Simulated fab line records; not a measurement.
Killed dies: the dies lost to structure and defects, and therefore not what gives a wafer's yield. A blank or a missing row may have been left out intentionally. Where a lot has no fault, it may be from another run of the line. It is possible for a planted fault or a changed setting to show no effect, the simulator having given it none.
Split-lot study / flow gf180mcu / on a route of 602 steps: 5 lots, 23 wafers read

## THE SPLIT
At GF_SAB_DEVELOP_08 (develop time 60 s), the setting devTempC was moved away from the recipe's 23 C on 10 of the 23 wafers read, by -9.4% to +14.2%. The other wafers ran this setting at the recipe's value.

The file shows no step between the split and the reading.

## THE READING
cdNm at GF_SAB_CD_MEAS_09, given in nm (cd target 420 nm). On this fab line, fault-free wafers typically give 418.9 nm with a standard deviation of 2.5 nm.

wafer=L074.1; tool, chamber at the split=lithoTrack-04, 0; devTempC as run, C=23; against the recipe=recipe; cdNm, nm=416.8; against lot-mates on the recipe=-
wafer=L074.2; tool, chamber at the split=lithoTrack-04, 0; devTempC as run, C=23; against the recipe=recipe; cdNm, nm=418.0; against lot-mates on the recipe=-
wafer=L074.3; tool, chamber at the split=lithoTrack-04, 0; devTempC as run, C=23; against the recipe=recipe; cdNm, nm=417.2; against lot-mates on the recipe=-
wafer=L078.1; tool, chamber at the split=lithoTrack-01, 0; devTempC as run, C=20.83; against the recipe=-9.4%; cdNm, nm=411.6; against lot-mates on the recipe=-7.9
wafer=L078.2; tool, chamber at the split=lithoTrack-01, 0; devTempC as run, C=20.83; against the recipe=-9.4%; cdNm, nm=412.5; against lot-mates on the recipe=-7.1
wafer=L078.3; tool, chamber at the split=lithoTrack-01, 0; devTempC as run, C=23; against the recipe=recipe; cdNm, nm=419.0; against lot-mates on the recipe=-
wafer=L078.4; tool, chamber at the split=lithoTrack-01, 0; devTempC as run, C=20.83; against the recipe=-9.4%; cdNm, nm=412.3; against lot-mates on the recipe=-7.2
wafer=L078.6; tool, chamber at the split=lithoTrack-01, 0; devTempC as run, C=23; against the recipe=recipe; cdNm, nm=420.1; against lot-mates on the recipe=-
wafer=L081.1; tool, chamber at the split=lithoTrack-01, 0; devTempC as run, C=26.27; against the recipe=+14.2%; cdNm, nm=425.9; against lot-mates on the recipe=+8.4
wafer=L081.3; tool, chamber at the split=lithoTrack-01, 0; devTempC as run, C=23; against the recipe=recipe; cdNm, nm=416.9; against lot-mates on the recipe=-
wafer=L081.4; tool, chamber at the split=lithoTrack-01, 0; devTempC as run, C=26.27; against the recipe=+14.2%; cdNm, nm=428.4; against lot-mates on the recipe=+10.9
wafer=L081.5; tool, chamber at the split=lithoTrack-01, 0; devTempC as run, C=26.27; against the recipe=+14.2%; cdNm, nm=428.5; against lot-mates on the recipe=+11.0
wafer=L081.6; tool, chamber at the split=lithoTrack-01, 0; devTempC as run, C=23; against the recipe=recipe; cdNm, nm=418.1; against lot-mates on the recipe=-
wafer=L082.1; tool, chamber at the split=lithoTrack-04, 0; devTempC as run, C=23; against the recipe=recipe; cdNm, nm=417.2; against lot-mates on the recipe=-
wafer=L082.3; tool, chamber at the split=lithoTrack-04, 0; devTempC as run, C=23; against the recipe=recipe; cdNm, nm=416.5; against lot-mates on the recipe=-
wafer=L082.4; tool, chamber at the split=lithoTrack-04, 0; devTempC as run, C=23; against the recipe=recipe; cdNm, nm=419.5; against lot-mates on the recipe=-
wafer=L082.5; tool, chamber at the split=lithoTrack-04, 0; devTempC as run, C=24.69; against the recipe=+7.3%; cdNm, nm=422.5; against lot-mates on the recipe=+4.8
wafer=L082.6; tool, chamber at the split=lithoTrack-04, 0; devTempC as run, C=24.69; against the recipe=+7.3%; cdNm, nm=424.6; against lot-mates on the recipe=+6.9
wafer=L085.1; tool, chamber at the split=lithoTrack-04, 0; devTempC as run, C=21.51; against the recipe=-6.5%; cdNm, nm=412.2; against lot-mates on the recipe=-5.3
wafer=L085.2; tool, chamber at the split=lithoTrack-04, 0; devTempC as run, C=23; against the recipe=recipe; cdNm, nm=418.1; against lot-mates on the recipe=-
wafer=L085.3; tool, chamber at the split=lithoTrack-04, 0; devTempC as run, C=21.51; against the recipe=-6.5%; cdNm, nm=410.6; against lot-mates on the recipe=-6.9
wafer=L085.4; tool, chamber at the split=lithoTrack-04, 0; devTempC as run, C=23; against the recipe=recipe; cdNm, nm=418.3; against lot-mates on the recipe=-
wafer=L085.6; tool, chamber at the split=lithoTrack-04, 0; devTempC as run, C=23; against the recipe=recipe; cdNm, nm=416.2; against lot-mates on the recipe=-

FIT RESULTS
A straight line over all 23 wafers: cdNm changes by +0.7 nm for each +1% of devTempC; r = +0.97; the points scatter about the line by 1.3 nm.
The same after taking each lot's own level away (the mean of its wafers on the recipe; 23 wafers): +0.759 nm for each +1%; r = +0.98; scatter 1 nm.
The reading moves by 11 nm for the largest change in devTempC, on that fit.
From 417.33 to 419.55 nm: that is the span of the lots' own levels, equal to 0.9 times the standard deviation above.
The two slopes are in agreement: the lot-to-lot level therefore moves the slope only a little.
Check: +11.2 nm against its lot-mates is what the line predicts for one of the wafers moved furthest among these (+14.2%) when that wafer is left out of the fit. Against them it came out at +8.4 nm.

## ADDITIONAL SPLITS CARRIED BY THESE WAFERS
Other splits were also applied to these wafers ahead of the reading. Each is held against what the fit with the lots' levels taken away leaves over:
other split on the same wafers=GF_HV_LDD_SOFTBAKE_27 tempC; wafers away from the commonest value=7; r with cdNm (lot level and that fit taken away)=-0.31
other split on the same wafers=GF_HV_LDD_COAT_41 spinRpm; wafers away from the commonest value=10; r with cdNm (lot level and that fit taken away)=+0.14
other split on the same wafers=GF_HV_LDD_DEVELOP_45 developTimeS; wafers away from the commonest value=10; r with cdNm (lot level and that fit taken away)=+0.12
other split on the same wafers=GF_NSD_DEVELOP_06 devTempC; wafers away from the commonest value=7; r with cdNm (lot level and that fit taken away)=-0.38
other split on the same wafers=GF_NSD_IMPLANT_09 energyKev; wafers away from the commonest value=9; r with cdNm (lot level and that fit taken away)=-0.17
other split on the same wafers=GF_PSD_IMPLANT_09 energyKev; wafers away from the commonest value=9; r with cdNm (lot level and that fit taken away)=-0.18

## THE WHOLE CHAIN: every reading that the file lists as answering this split, in the file's order
step=GF_SAB_CD_MEAS_09; what it does=target cd 420 nm; reading=cdNm; change (the file's fit)=+0.766 nm for each +1% of the setting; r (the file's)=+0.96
step=GF_SAB_ETCH_11; what it does=etches SiO2 in C4F8/O2/Ar, target depth 55 nm, time 8.5 s; reading=SAB.cdNm (the simulator's own value, which no gauge read); change (the file's fit)=+0.771 nm for each +1% of the setting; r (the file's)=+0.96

## THE FILE'S OWN FIT
cdNm changes by +0.766 nm for each +1% of devTempC, r = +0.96.
